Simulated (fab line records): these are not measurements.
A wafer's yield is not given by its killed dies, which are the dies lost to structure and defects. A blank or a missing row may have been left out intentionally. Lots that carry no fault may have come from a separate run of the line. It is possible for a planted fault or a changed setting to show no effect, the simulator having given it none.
A lot that was struck, set against a sound lot | flow sky130 | 16 out of 708 route steps
Sound: these wafers, L593.1, L593.5, L593.6. Wafers L600.1, L600.2, L600.6 were the ones struck. At the end, the cause is stated.
At each step with rows: each side's tool, then ch and its chambers, then its first start. Under that, the readings that differ: sound wafers | struck wafers | difference of the means | sigmas: that difference in standard deviations of wafers without a fault.
alike: words and numbers the same on both sides, and readings whose means are apart by under 2 such deviations; not compared: readings that were withheld, readings missing a value for some wafer, numbers with overlapping values and no deviation given by the record, and bounds like >300 which may hide the same value.
A row with sigmas, a row that says differs or no value, or rows on one side alone: a step with any of these is where the two part. Numbers that have no deviation but don't overlap get no sigmas and don't part them. A reading that every wafer of one side lacks parts them only if that side has two wafers or more.

SKY_VIA1_BOW_MEAS_03:
  sound on film metro-02, day 37 11:14; struck on film metro-03, day 39 00:20
  alike: VIA1_BOW
then, 8 steps without rows for these wafers: SKY_VIA1_DEHYDRATE_04 (time 60 s); SKY_VIA1_HMDS_05 (prime time 60 s); SKY_VIA1_COAT_06 (resist thk 60 nm); SKY_VIA1_COAT_07 (resist thk 450 nm); SKY_VIA1_SOFTBAKE_08 (time 90 s); SKY_VIA1_EXPOSE_09 (exposes mask VIM, target cd 150 nm); SKY_VIA1_PEB_10; SKY_VIA1_DEVELOP_11 (develop time 60 s).
SKY_VIA1_CD_MEAS_12: the cd target is 150 nm.
  sound on cd sem-02, day 38 13:01; struck on cd sem-02, day 40 00:49
  reading    | sound             | struck            | difference | sigmas
  cd nm (nm) | 150.9 151.6 152.3 | 148.8 148.0 148.6 | -3.1       | -2
SKY_VIA1_OVL_MEAS_13:
  sound on overlay-02, day 38 13:08; struck on overlay-01, day 40 00:56
  alike: VIA1_OVL
SKY_VIA1_ETCH_14: etches BARC in N2/H2, stops on SiO2, time 45.9 s, target depth 60 nm.
  sound on rie diel-03 ch 2,3, day 38 13:10; struck on rie diel-01 ch 0,2,3, day 40 00:58
  alike: bias w, chamber pressure mTorr, drypump motor current A, oes product au, throttle valve pct
  not compared: rf hours counter h
SKY_VIA1_ETCH_15: etches SiO2 in C4F8/O2/Ar, stops on TiN, target depth 351 nm, time 54 s.
  sound on rie diel-03 ch 2,3, day 38 13:13; struck on rie diel-01 ch 0,2,3, day 40 01:00
  no value came back on the struck wafers for bias w (W), chamber pressure mTorr (mTorr), oes product au (a.u.); on the sound wafers bias w (W) reads 1200 1202 1204
  reading                                     | sound           | struck            | difference | sigmas
  model.KrF-thick_of_VIA1_COAT_07.thk nm (nm) | 324 320.5 322.7 | 394.6 393.2 393.2 | +71.3      |
  not compared: rf hours counter h
SKY_VIA1_STRIP_16: strips in O2/N2.
  sound on plasma asher-04 ch 0,1, day 38 13:16; struck on plasma asher-04 ch 0,1, day 40 01:03
  reading                      | sound             | struck            | difference | sigmas
  oes product au (a.u.)        | 0.421 0.418 0.411 | 0.448 0.451 0.446 | +0.032     | +7
  strip time to endpoint s (s) | 4.469 4.448 4.455 | 5.218 5.195 5.218 | +0.753     | +31
  alike: drypump motor current A
  not compared: rf hours counter h
then, 1 step without rows for these wafers: SKY_VIA1_STRIP_17 (strips in post etch residue remover, time 1200 s).
-- the record jumps here: 10 days lie between the struck wafers' starts before and after (it left off in module VIA1 and takes up again in module PAD_OPEN, whose first step shown is number 708 of the route) --
SKY_PAD_OPEN_PROBE_99:
  sound on prober-02, day 49 04:17; struck on prober-01, day 50 06:42
  reading                  | sound          | struck         | difference | sigmas
  defect limited yield (%) | 82.5 78.5 79.5 | 0 0 0          | -80        | -47
  killed_at_M0_to_M3       | 45 55 53       | 453 442 451    | +398       | +62
  killed dies              | 86 106 101     | 492 492 492    | +394       | +46
  killed on rim            | 23 25 21       | 96 96 96       | +73        | +21
  sort_bin_5_function (%)  | 10.6 15.0 12.4 | 92.7 93.1 92.3 | +80.0      | +53
  sort n pass              | 406 386 391    | 0 0 0          | -394       | -46
  sort yield pct (%)       | 82.5 78.5 79.5 | 0 0 0          | -80        | -47
  alike: killed_at_M4_up, killed at contacts, killed at front end, killed at other, killed open, killed short, sort_bin_3_pad_short, sort_bin_6_memory

== WHERE THEY PART ==
At SKY_VIA1_CD_MEAS_12 first; at SKY_PAD_OPEN_PROBE_99 last (within this record only).

WHY: what had been put in by the simulator
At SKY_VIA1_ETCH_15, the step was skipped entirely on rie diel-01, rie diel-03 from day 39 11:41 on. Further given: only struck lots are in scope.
